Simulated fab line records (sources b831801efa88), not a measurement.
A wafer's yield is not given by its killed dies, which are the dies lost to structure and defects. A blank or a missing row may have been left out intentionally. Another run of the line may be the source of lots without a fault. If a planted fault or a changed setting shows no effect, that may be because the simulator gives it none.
fab line records ; flow sky130
record: lots: 5; wafers: 15; last_day: 50
route steps=708 shown RES_PROTECT@212 POLY_GATE@213 PAD_OPEN@708
lots untouched by any fault: they come from a run of this same line in which no faults occurred
start_h: the number of hours between the record's first day and the start of the first shown wafer of the lot ; wait_h: hours since the lot's step before ; " the same as in the row above ; L1.1+2: a single row standing in for several wafers ; - either no value or no given start ; * or withheld: withheld ; < > ~ a bound
route shown NAME@n: a module of which the file shows steps, and the number in the route of the first ; usual: the fault-free wafers' mean and standard deviation ; same: alike in all rows ; chamber/n: place in a boat ; sites: each site's reading ; _std_site: how widely they spread, as a standard deviation ; _edge_site: outer sites' mean less inner sites' ; radius_mm: how far each site lies from the wafer's centre ; mask NAME#n: copy n ; behind: the most recent tool/chamber to have shaped the wafer ; hold: reason for holding the lot/hours on hold/outcome of the hold ; device: the n, p or np transistor that did not switch ; end of line: the route-end tests of the same wafers ; a step with no rows: only its recipe ; killed: count of dies lost to structure and defects at first sort (not the wafer's yield) ; map: the dies of a wafer, with x for killed, . for not killed, _ for no die there
set.NAME: the setting as run; set.NAME@STEP: as run at that earlier step ; model.NAME: the simulator's own value behind a step, which no gauge read
lots at some steps of the route; a table a step, a row a wafer
services: a tool's chamber out of use, with start hour (start_h, from the record's first day; less than 0 if before it), hours out, and reason
== steps ==
step: SKY_RES_PROTECT_DEVELOP_06
recipe: resist: NOVOLAK; developer: TMAH; develop_time_s: 60; dev_temp_c: 23
step: SKY_POLY_GATE_IMPLANT_02
recipe: species: P; energy_kev: 30; dose_cm2: 7.7e+15; tilt_deg: 0
step: SKY_RES_PROTECT_STRIP_07
recipe: chemistry: O2/N2; power_w: 1400; pressure_mtorr: 1500; platen_temp_c: withheld; o2_flow_sccm: 3000; n2_flow_sccm: 300; overash_fraction: 0.5
usual: drypump_motor_current_A: 5.67/0.28; oes_product_au: 0.517/0.0045; strip_time_to_endpoint_s: 23.29/0.039
lot.wafer;tool;chamber;start_h;wait_h;drypump_motor_current_A;oes_product_au;rf_hours_counter_h;strip_time_to_endpoint_s
L343.1;plasma_asher-04;0;348.46;0.1;5.67;0.514;62;23.29
L343.4;plasma_asher-04;0;348.46;0.1;5.66;0.517;-;23.28
L343.5;plasma_asher-04;0;348.46;0.1;5.63;0.521;-;23.28
L349.2;plasma_asher-01;1;400.07;0.1;6.10;0.516;69;23.35
L349.4;plasma_asher-01;0;400.07;0.1;5.50;0.524;-;23.32
L349.5;plasma_asher-01;1;400.07;0.1;6.12;0.522;-;23.34
L353.3;plasma_asher-03;0;441.40;0.1;5.46;0.521;-;23.27
L353.5;plasma_asher-03;1;441.40;0.1;5.93;0.522;-;23.32
L353.6;plasma_asher-03;0;441.40;0.1;5.45;0.510;-;23.27
L360.1;plasma_asher-01;1;490.13;0.1;6.12;0.513;6;23.21
L360.3;plasma_asher-01;0;490.13;0.1;5.49;0.518;-;23.27
L360.6;plasma_asher-01;0;490.13;0.1;5.50;0.511;-;23.24
L361.1;plasma_asher-03;0;502.42;0.1;5.48;0.511;71;23.31
L361.2;plasma_asher-03;1;502.42;0.1;5.94;0.514;71;23.30
L361.6;plasma_asher-03;1;502.42;0.1;5.95;0.517;-;23.28
step: SKY_RES_PROTECT_TW_MEAS_08
usual: POLY_GATE_TW: 4065/24
lot.wafer;tool;chamber;start_h;wait_h;POLY_GATE_TW
L343.1;film_metro-04;-;348.56;0.1;4046
L343.4;film_metro-04;-;348.56;0.1;4053
L343.5;film_metro-04;-;348.56;0.1;4016
L349.2;film_metro-03;-;400.18;0.1;4118
L349.4;film_metro-03;-;400.18;0.1;4075
L349.5;film_metro-03;-;400.18;0.1;4094
L353.3;film_metro-04;-;441.49;0.1;4052
L353.5;film_metro-04;-;441.49;0.1;4061
L353.6;film_metro-04;-;441.49;0.1;4021
L360.1;film_metro-04;-;490.23;0.1;4073
L360.3;film_metro-04;-;490.23;0.1;4075
L360.6;film_metro-04;-;490.23;0.1;4078
L361.1;film_metro-04;-;502.52;0.1;4049
L361.2;film_metro-04;-;502.52;0.1;4066
L361.6;film_metro-04;-;502.52;0.1;4051
step: SKY_RES_PROTECT_CLEAN_09
recipe: chemistry: SC1/SC2; mix: 1:4:20; temp_c: 70; time_s: 150; dry: n2_spin
step: SKY_POLY_GATE_CVD_03
recipe: material: Si3N4; precursor: DCS/NH3; target_thk_nm: 75; temp_c: 770; time_s: 1290; pressure_mtorr: 250
step: SKY_POLY_GATE_THK_MEAS_04
recipe: reads: Si3N4_of_POLY_GATE_CVD_03
usual: POLY_GATE_CVD_03_THK: 74.7/0.61
lot.wafer;tool;chamber;start_h;wait_h;POLY_GATE_CVD_03_THK[nm]
L343.1;film_metro-01;-;355.38;0.0;75.0
L343.4;film_metro-01;-;355.38;0.0;74.4
L343.5;film_metro-01;-;355.38;0.0;74.6
L349.2;film_metro-02;-;403.72;0.0;74.5
L349.4;film_metro-02;-;403.72;0.0;74.1
L349.5;film_metro-02;-;403.72;0.0;75.1
L353.3;film_metro-02;-;442.96;0.0;74.6
L353.5;film_metro-02;-;442.96;0.0;74.6
L353.6;film_metro-02;-;442.96;0.0;74.4
L360.1;film_metro-03;-;492.63;0.0;74.9
L360.3;film_metro-03;-;492.63;0.0;74.8
L360.6;film_metro-03;-;492.63;0.0;74.4
L361.1;film_metro-03;-;503.99;0.0;74.7
L361.2;film_metro-03;-;503.99;0.0;75.5
L361.6;film_metro-03;-;503.99;0.0;75.0
step: SKY_POLY_GATE_DEHYDRATE_05
recipe: temp_c: 200; time_s: 60
step: SKY_POLY_GATE_HMDS_06
recipe: prime_time_s: 60; prime_temp_c: 120
step: SKY_POLY_GATE_COAT_07
recipe: resist: BARC; temp_c: withheld; time_s: withheld; spin_rpm: 3000; resist_thk_nm: 110
step: SKY_POLY_GATE_COAT_08
recipe: resist: KrF-thick; spin_rpm: 3000; resist_thk_nm: 450
step: SKY_POLY_GATE_SOFTBAKE_09
recipe: temp_c: 100; time_s: 90; resist: KrF-thick
step: SKY_POLY_GATE_EXPOSE_10
recipe: mask_id: P1M; na: 0.68; source_shape: conventional; sigma_outer: 0.6; target_cd_nm: 150; dose_mj: 28
lot.wafer;tool;chamber;start_h;wait_h;mask
L343.1+4+5;krf_scanner-02;0;368.93;-;P1M#0
L349.2+4+5;krf_scanner-02;0;419.39;-;P1M#0
L353.3+5+6;krf_scanner-02;0;458.91;-;P1M_R1#0
L360.1+3+6;krf_scanner-01;0;507.89;-;P1M#0
L361.1+2+6;krf_scanner-01;0;519.68;-;P1M#0
step: SKY_POLY_GATE_PEB_11
recipe: peb_temp_c: withheld; peb_time_s: withheld; resist: KrF-thick
step: SKY_POLY_GATE_DEVELOP_12
recipe: develop_time_s: 60; resist: KrF-thick; dev_temp_c: 21
step: SKY_POLY_GATE_CD_MEAS_13
recipe: target_cd_nm: 150
usual: cd_nm: 150.3/1.5
lot.wafer;tool;chamber;start_h;wait_h;hold;cd_nm
L343.1;cd_sem-01;-;383.16;-;-;151.0
L343.4;cd_sem-01;-;383.16;-;-;149.0
L343.5;cd_sem-01;-;383.16;-;-;149.3
L349.2;cd_sem-01;-;434.33;-;-;151.1
L349.4;cd_sem-01;-;434.33;-;-;151.7
L349.5;cd_sem-01;-;434.33;-;-;150.2
L353.3;cd_sem-02;-;473.31;-;await_dispo/0.2h/release;170.3
L353.5;cd_sem-02;-;473.31;-;await_dispo/0.2h/release;171.5
L353.6;cd_sem-02;-;473.31;-;await_dispo/0.2h/release;171.3
L353.3;cd_sem-02;-;473.59;0.3;-;170.1
L353.5;cd_sem-02;-;473.59;0.3;-;171.8
L353.6;cd_sem-02;-;473.59;0.3;-;171.3
L360.1;cd_sem-02;-;522.87;-;-;148.9
L360.3;cd_sem-02;-;522.87;-;-;148.4
L360.6;cd_sem-02;-;522.87;-;-;148.5
L361.1;cd_sem-02;-;534.21;-;-;147.9
L361.2;cd_sem-02;-;534.21;-;-;148.1
L361.6;cd_sem-02;-;534.21;-;-;147.8
step: SKY_POLY_GATE_OVL_MEAS_14
usual: POLY_GATE_OVL: -2/4.7
lot.wafer;tool;chamber;start_h;wait_h;hold;POLY_GATE_OVL[nm]
L343.1;overlay-01;-;383.28;0.1;-;-2
L343.4;overlay-01;-;383.28;0.1;-;0
L343.5;overlay-01;-;383.28;0.1;-;-3
L349.2;overlay-01;-;434.43;0.1;-;-7
L349.4;overlay-01;-;434.43;0.1;-;-1
L349.5;overlay-01;-;434.43;0.1;-;-2
L353.3;overlay-02;-;475.25;1.6;await_dispo/1.6h/release;2
L353.5;overlay-02;-;475.25;1.6;await_dispo/1.6h/release;7
L353.6;overlay-02;-;475.25;1.6;await_dispo/1.6h/release;-1
L360.1;overlay-01;-;522.99;0.1;-;-6
L360.3;overlay-01;-;522.99;0.1;-;-2
L360.6;overlay-01;-;522.99;0.1;-;-9
L361.1;overlay-02;-;534.33;0.1;-;-11
L361.2;overlay-02;-;534.33;0.1;-;-8
L361.6;overlay-02;-;534.33;0.1;-;-10
step: SKY_POLY_GATE_ETCH_15
recipe: chemistry: N2/H2; target: BARC; ion_energy_ev: 200; source_w: 500; bias_w: 100; pressure_mtorr: 30; n2_flow_sccm: 100; h2_flow_sccm: 200; stop_on: SiO2; time_s: 118.5; target_depth_a: 1100
usual: drypump_motor_current_A: 5.8/0.57; oes_product_au: 0.717/0.0048; throttle_valve_pct: 13.213/0.0093
same: time_s: 118.5
lot.wafer;tool;chamber;start_h;wait_h;drypump_motor_current_A;oes_product_au;rf_hours_counter_h;throttle_valve_pct;model.POLY_GATE.cd_nm
L343.1;rie_diel-03;1;383.31;0.0;6.5;0.716;108;13.231;153.6
L343.4;rie_diel-03;0;383.31;0.0;5.3;0.717;3;13.202;150.3
L343.5;rie_diel-03;1;383.31;0.0;6.5;0.717;-;13.219;150.2
L349.2;rie_diel-02;2;434.46;0.0;5.9;0.707;35;13.205;150.3
L349.4;rie_diel-02;1;434.46;0.0;5.0;0.719;-;13.201;151.5
L349.5;rie_diel-02;3;434.46;0.0;6.5;0.724;-;13.208;149.3
L353.3;rie_diel-01;0;475.27;0.0;6.4;0.712;6;13.217;170.6
L353.5;rie_diel-01;0;475.27;0.0;6.4;0.715;-;13.189;171.3
L353.6;rie_diel-01;3;475.27;0.0;5.4;0.728;-;13.219;171.4
L360.1;rie_diel-02;0;523.02;0.0;5.5;0.718;1;13.206;149.8
L360.3;rie_diel-02;2;523.02;0.0;5.8;0.717;37;13.213;149
L360.6;rie_diel-02;3;523.02;0.0;6.5;0.718;-;13.223;149.4
L361.1;rie_diel-01;2;534.36;0.0;5.7;0.726;84;13.214;147
L361.2;rie_diel-01;3;534.36;0.0;5.4;0.712;5;13.225;148.6
L361.6;rie_diel-01;0;534.36;0.0;6.4;0.718;-;13.198;149
step: SKY_POLY_GATE_ETCH_16
recipe: stop_on: poly-Si; chemistry: CH3F/O2; target: Si3N4; source_w: 400; bias_w: 80; pressure_mtorr: 25; ch3f_flow_sccm: 40; O2_flow_sccm: 30; time_s: 147.5; target_depth_a: 750
usual: drypump_motor_current_A: 5.8/0.56; oes_product_au: 0.639/0.0053; throttle_valve_pct: 10.535/0.0093
same: time_s: 147.5
lot.wafer;tool;chamber;start_h;wait_h;drypump_motor_current_A;oes_product_au;rf_hours_counter_h;throttle_valve_pct
L343.1;rie_diel-03;1;383.40;0.0;6.5;0.644;108;10.544
L343.4;rie_diel-03;0;383.40;0.0;5.2;0.648;3;10.534
L343.5;rie_diel-03;1;383.40;0.0;6.5;0.640;-;10.519
L349.2;rie_diel-02;2;434.55;0.0;5.9;0.634;35;10.544
L349.4;rie_diel-02;1;434.55;0.0;5.0;0.643;-;10.528
L349.5;rie_diel-02;3;434.55;0.0;6.5;0.639;-;10.549
L353.3;rie_diel-01;0;475.35;0.0;6.4;0.640;6;10.536
L353.5;rie_diel-01;0;475.35;0.0;6.4;0.642;-;10.530
L353.6;rie_diel-01;3;475.35;0.0;5.4;0.640;-;10.549
L360.1;rie_diel-02;0;523.10;0.0;5.5;0.638;1;10.534
L360.3;rie_diel-02;2;523.10;0.0;5.8;0.638;37;10.524
L360.6;rie_diel-02;3;523.10;0.0;6.6;0.641;-;10.535
L361.1;rie_diel-01;2;534.44;0.0;5.7;0.637;84;10.552
L361.2;rie_diel-01;3;534.44;0.0;5.4;0.644;5;10.539
L361.6;rie_diel-01;0;534.44;0.0;6.4;0.642;-;10.526
step: SKY_POLY_GATE_ETCH_17
recipe: target_depth_nm: 180; stop_on: SiO2; over_etch_frac: 0.56667; chemistry: HBr/Cl2; target: poly-Si; icp_w: 400; bias_w: 100; pressure_mtorr: 10; HBr_flow_sccm: 150; Cl2_flow_sccm: 50; time_s: 70.5
usual: drypump_motor_current_A: 5.8/0.37; oes_product_au: 0.984/0.0072; throttle_valve_pct: 33.684/0.0085
same: time_s: 70.5
lot.wafer;tool;chamber;start_h;wait_h;drypump_motor_current_A;oes_product_au;rf_hours_counter_h;throttle_valve_pct;model.POLY_GATE.cd_nm
L343.1;rie_si-01;2;383.49;0.0;5.6;0.974;63;33.670;154.3
L343.4;rie_si-01;0;383.49;0.0;6.0;0.979;0;33.683;150.4
L343.5;rie_si-01;3;383.49;0.0;6.0;0.986;-;33.694;151
L349.2;rie_si-02;2;434.64;0.0;5.4;0.993;0;33.669;150.2
L349.4;rie_si-02;3;434.64;0.0;5.0;0.969;2;33.685;152.1
L349.5;rie_si-02;2;434.64;0.0;5.4;0.995;-;33.689;149.2
L353.3;rie_si-01;1;475.45;0.0;5.9;0.999;2;33.673;171.6
L353.5;rie_si-01;1;475.45;0.0;5.9;0.989;-;33.682;172.4
L353.6;rie_si-01;0;475.45;0.0;6.1;0.978;-;33.676;171.6
L360.1;rie_si-02;0;523.20;0.0;6.0;0.985;6;33.684;150.1
L360.3;rie_si-02;2;523.20;0.0;5.4;0.995;1;33.690;149.6
L360.6;rie_si-02;3;523.20;0.0;5.0;0.978;-;33.684;150.4
L361.1;rie_si-01;0;534.54;0.0;6.1;0.975;2;33.680;146.8
L361.2;rie_si-01;3;534.54;0.0;6.1;0.979;3;33.692;149.7
L361.6;rie_si-01;0;534.54;0.0;6.1;0.982;-;33.687;148.9
step: SKY_POLY_GATE_STRIP_18
recipe: chemistry: O2/N2; power_w: 1400; pressure_mtorr: 1500; platen_temp_c: withheld; o2_flow_sccm: 3000; n2_flow_sccm: 300; overash_fraction: 0.5
usual: drypump_motor_current_A: 5.7/0.39; oes_product_au: 0.361/0.0047; strip_time_to_endpoint_s: 3.177/0.029
lot.wafer;tool;chamber;start_h;wait_h;drypump_motor_current_A;oes_product_au;rf_hours_counter_h;strip_time_to_endpoint_s
L343.1;plasma_asher-02;0;383.55;0.0;6.1;0.363;27;3.192
L343.4;plasma_asher-02;0;383.55;0.0;6.0;0.361;-;3.230
L343.5;plasma_asher-02;0;383.55;0.0;6.0;0.361;-;3.181
L349.2;plasma_asher-03;1;434.70;0.0;5.9;0.358;64;3.147
L349.4;plasma_asher-03;0;434.70;0.0;5.4;0.366;-;3.161
L349.5;plasma_asher-03;0;434.70;0.0;5.4;0.360;-;3.108
L353.3;plasma_asher-01;0;475.55;0.1;5.5;0.358;-;3.158
L353.5;plasma_asher-01;0;475.55;0.1;5.5;0.360;-;3.162
L353.6;plasma_asher-01;1;475.55;0.1;6.1;0.364;-;3.150
L360.1;plasma_asher-02;1;523.26;0.0;4.9;0.366;39;3.170
L360.3;plasma_asher-02;1;523.26;0.0;4.9;0.366;-;3.211
L360.6;plasma_asher-02;1;523.26;0.0;5.0;0.354;-;3.169
L361.1;plasma_asher-03;1;534.60;0.0;5.9;0.360;74;3.164
L361.2;plasma_asher-03;0;534.60;0.0;5.5;0.354;74;3.146
L361.6;plasma_asher-03;1;534.60;0.0;6.0;0.360;-;3.184
step: SKY_PAD_OPEN_PROBE_99
usual: killed_at_M0_to_M3: 44/6.9; killed_at_M4_up: 3.1/1.7; killed_at_contacts: 25/5.6; killed_at_front_end: 14/4.3; killed_at_other: 0.3/0.51; killed_dies: 86/9.8; killed_open: 47/6.5; killed_short: 39/6.6
same: gross_dies: 492; killed_at_back_side: 0
lot.wafer;tool;chamber;start_h;wait_h;hold;killed_at_M0_to_M3;killed_at_M4_up;killed_at_contacts;killed_at_front_end;killed_at_other;killed_dies;killed_open;killed_short
L343.1;prober-02;-;1092.53;0.1;-;42;3;27;16;0;88;52;36
L343.4;prober-02;-;1092.68;0.2;-;47;1;29;11;0;88;51;37
L343.5;prober-02;-;1092.73;0.2;-;38;2;17;16;0;73;45;28
L349.2;prober-02;-;1128.69;0.1;-;53;5;27;13;0;98;55;43
L349.4;prober-02;-;1128.79;0.2;-;55;4;22;12;0;93;46;47
L349.5;prober-02;-;1128.84;0.2;-;45;4;26;14;0;89;50;39
L353.3;prober-02;-;1154.97;0.2;await_dispo/3.1h/release;39;6;36;85;0;166;57;40
L353.5;prober-02;-;1155.07;0.2;await_dispo/3.1h/release;50;2;20;72;1;145;44;43
L353.6;prober-02;-;1155.12;0.2;await_dispo/3.1h/release;49;4;27;73;1;154;40;50
L360.1;prober-01;-;1183.43;0.1;-;44;3;33;17;0;97;54;43
L360.3;prober-01;-;1183.53;0.2;-;49;4;21;17;0;91;49;42
L360.6;prober-01;-;1183.68;0.2;-;37;3;28;10;0;78;47;31
L361.1;prober-02;-;1211.50;0.1;-;31;5;31;10;0;77;48;29
L361.2;prober-02;-;1211.55;0.1;-;47;4;22;9;0;82;48;34
L361.6;prober-02;-;1211.75;0.2;-;30;5;22;9;2;68;32;36
killed by level:class
L343.1 LI_CONTACT:geometric_particle:open=9 VIA1:geometric_particle:open=9 FIELD_ISO:geometric_particle:open=7 CONTACT:geometric_particle:open=6 VIA2:geometric_particle:open=6 VIA3:geometric_particle:open=6 VIA3:geometric_particle:short=6 CONTACT:geometric_particle:short=5
L343.4 LI_CONTACT:geometric_particle:open=11 CONTACT:geometric_particle:open=9 VIA1:geometric_particle:open=8 METAL1:geometric_particle:short=8 VIA3:geometric_particle:open=8 VIA1:geometric_particle:short=6 CONTACT:geometric_particle:short=5 METAL2:geometric_particle:short=4
L343.5 VIA1:geometric_particle:open=11 LI_CONTACT:geometric_particle:open=8 FIELD_ISO:geometric_particle:open=6 METAL1:geometric_particle:short=5 VIA2:geometric_particle:open=5 VIA3:geometric_particle:open=5 CONTACT:geometric_particle:open=4 POLY_GATE:geometric_particle:open=4
L349.2 VIA1:geometric_particle:open=18 CONTACT:geometric_particle:open=13 METAL1:geometric_particle:short=9 CONTACT:geometric_particle:short=8 METAL2:geometric_particle:short=6 VIA2:geometric_particle:open=6 VIA3:geometric_particle:open=4 METAL4:geometric_particle:short=4
L349.4 VIA1:geometric_particle:open=16 METAL1:geometric_particle:short=7 VIA2:geometric_particle:short=6 FIELD_ISO:geometric_particle:short=5 LI_CONTACT:geometric_particle:short=5 METAL1:geometric_particle:open=4 LOCAL_INTERCONNECT:geometric_particle:short=4 CONTACT:geometric_particle:short=4
L349.5 CONTACT:geometric_particle:open=9 LI_CONTACT:geometric_particle:open=8 VIA2:geometric_particle:open=8 VIA1:geometric_particle:open=6 METAL2:geometric_particle:short=6 POLY_GATE:geometric_particle:short=5 CONTACT:geometric_particle:short=5 METAL3:geometric_particle:short=5
L353.3 POLY_GATE:area_expose=69 CONTACT:geometric_particle:open=12 VIA3:geometric_particle:open=11 LI_CONTACT:geometric_particle:open=9 VIA1:geometric_particle:open=9 FIELD_ISO:geometric_particle:open=6 CONTACT:geometric_particle:short=6 METAL1:geometric_particle:short=5
L353.5 POLY_GATE:area_expose=58 VIA1:geometric_particle:open=8 METAL2:geometric_particle:short=6 LOCAL_INTERCONNECT:geometric_particle:short=6 METAL1:geometric_particle:short=6 VIA3:geometric_particle:short=6 VIA2:geometric_particle:open=6 VIA3:geometric_particle:open=6
L353.6 POLY_GATE:area_expose=64 CONTACT:geometric_particle:open=12 METAL1:geometric_particle:short=11 METAL2:geometric_particle:short=7 VIA1:geometric_particle:open=6 LI_CONTACT:geometric_particle:short=5 VIA2:geometric_particle:open=5 VIA1:geometric_particle:short=4
L360.1 CONTACT:geometric_particle:open=11 LI_CONTACT:geometric_particle:open=9 VIA3:geometric_particle:open=9 VIA2:geometric_particle:open=8 METAL2:geometric_particle:short=7 LOCAL_INTERCONNECT:geometric_particle:short=6 POLY_GATE:geometric_particle:open=5 VIA1:geometric_particle:open=5
L360.3 VIA1:geometric_particle:open=12 LI_CONTACT:geometric_particle:open=7 VIA1:geometric_particle:short=7 VIA2:geometric_particle:open=7 CONTACT:geometric_particle:open=6 VIA3:geometric_particle:open=6 POLY_GATE:geometric_particle:open=5 CONTACT:geometric_particle:short=5
L360.6 CONTACT:geometric_particle:open=10 LI_CONTACT:geometric_particle:open=9 METAL2:geometric_particle:short=9 VIA2:geometric_particle:open=6 VIA3:geometric_particle:open=6 FIELD_ISO:geometric_particle:open=5 VIA1:geometric_particle:open=4 FIELD_ISO:geometric_particle:short=3
L361.1 CONTACT:geometric_particle:open=13 LI_CONTACT:geometric_particle:open=8 VIA1:geometric_particle:open=8 VIA3:geometric_particle:open=7 METAL4:geometric_particle:short=5 LOCAL_INTERCONNECT:geometric_particle:short=4 FIELD_ISO:geometric_particle:short=3 FIELD_ISO:geometric_particle:open=3
L361.2 VIA2:geometric_particle:open=12 CONTACT:geometric_particle:open=12 VIA3:geometric_particle:open=6 POLY_GATE:geometric_particle:open=4 LOCAL_INTERCONNECT:geometric_particle:short=4 VIA1:geometric_particle:short=4 VIA1:geometric_particle:open=4 METAL2:geometric_particle:short=4
L361.6 LI_CONTACT:geometric_particle:open=8 FIELD_ISO:geometric_particle:short=6 METAL1:geometric_particle:short=6 CONTACT:geometric_particle:open=5 CONTACT:geometric_particle:short=4 VIA1:geometric_particle:open=4 VIA3:geometric_particle:open=4 METAL4:geometric_particle:short=4
map L353.3 (x killed, . not)
__________x.x..xx.xx_________
________xxx..xx..x...x_______
______.x.x.....x.......x_____
_____......xxxxxxx...x...____
____...x..xx.xxx.x...x...x___
___...x.x.xxx.xx...x.x...x.__
__.......xx...xx.xxxxxx..x.._
_...x.x...xx.xxxxx.x.x..x.x.x
_.x.x..xx..xxxx....x.x..x....
_...x....x.x.x..xxxxx...x....
_..x......x.x.x.....x.xx.....
_.x..x.......xxxxxx.x.......x
_.xxxx...x...xxxxx.xx..xx.xxx
_..x...xx..x..xx.x..........x
_x...x..x.x..x.x........x...x
__.......x.............x...._
___.x...x..............xx..__
____...x.x.....x..........___
_____.xx....x......x.....____
______.x.x.x.x.....xx..._____
________.......xx..xx._______
__________x.x......x_________
map L349.2 (x killed, . not)
__________.........._________
________...x.........._______
______......x..x.x....x._____
_____...x..x.x...x.x.x...____
____.x........x...........___
___.....x.x...xxx......xxxx__
__x......x..x.....x...x....._
_....x.......x....x..........
_..xx...x..xx.x......xx...x..
_...x.xxx....................
_.x....xx..x...x.x...........
_.........x.........xx.......
_.x...x..x.....x..x....x.x...
_xxx.......x.xx.x............
_.......x.......x.x..........
__.......x............x..x.x_
___x..x.x.........xx......x__
____xx....x.....x..x......___
_____.xx.x.x..x...xxx....____
______..x..x....x..x...._____
________.......x.....x_______
__________.........._________
== services ==
tool;chamber;start_h;hours;kind
plasma_asher-02;-;325.00;4.0;repair
rie_diel-01;2;334.26;6.9;repair
krf_scanner-01;-;335.32;0.8;repair
rie_si-02;-;339.56;0.1;repair
rie_si-01;2;343.97;8.8;repair
krf_scanner-02;-;359.00;1.0;pm
rie_diel-02;0;359.53;9.0;repair
krf_scanner-02;-;372.26;34.0;repair
rie_diel-01;-;409.39;0.5;repair
plasma_asher-01;-;421.25;9.0;pm
krf_scanner-02;-;428.54;1.3;pm
rie_diel-01;2;431.79;2.5;repair
krf_scanner-02;-;437.26;0.8;pm
rie_diel-01;3;437.32;3.1;repair
rie_si-01;0;441.52;5.5;repair
rie_diel-01;-;453.17;0.2;repair
rie_diel-02;1;493.51;1.4;repair
krf_scanner-02;-;499.67;0.3;repair
plasma_asher-01;-;502.42;0.4;repair
plasma_asher-01;-;502.81;2.8;pm
rie_diel-01;-;515.26;0.2;repair
plasma_asher-03;-;524.78;6.5;repair
krf_scanner-02;-;528.00;1.0;pm
krf_scanner-02;-;530.42;4.4;pm
== key ==
first_sign: step: SKY_POLY_GATE_EXPOSE_10; reading: mask; direction: changed
effect: step: SKY_POLY_GATE_CD_MEAS_13; reading: visit; direction: added
effect: step: SKY_POLY_GATE_CD_MEAS_13; reading: cd_nm; direction: up; sigmas: 14; usual: 150.3; struck: 171.0
effect: step: SKY_PAD_OPEN_PROBE_99; reading: killed_at_front_end; direction: up; sigmas: 15; usual: 14; struck: 77
model_effect: step: SKY_POLY_GATE_ETCH_15; value: POLY_GATE.cd_nm; without: 149.1; struck: 171.1
model_effect: step: SKY_POLY_GATE_ETCH_17; value: POLY_GATE.cd_nm; without: 149.8; struck: 171.8
more_kills_born_at: SKY_POLY_GATE_EXPOSE_10@krf_scanner-02: 191
met_at SKY_POLY_GATE_EXPOSE_10
struck_wafers L353.3,L353.5,L353.6
tester_left_out L353
onset_between 419.39 458.91
fault: kind: wrong_mask; tool: any; chamber: -; onset_h: 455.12; steps: SKY_POLY_GATE_EXPOSE_10; aux_copy: P1M_R1#0; cd_offset_nm: 22; scope: struck_lots_only
tester_left_out: of these lots the tester's yield and bins aren't shown, on N5 and GAA mostly nor the transistor test; their killed dies are dies lost to structure and defects alone, not to doping, threshold or leakage, so they don't give the yield
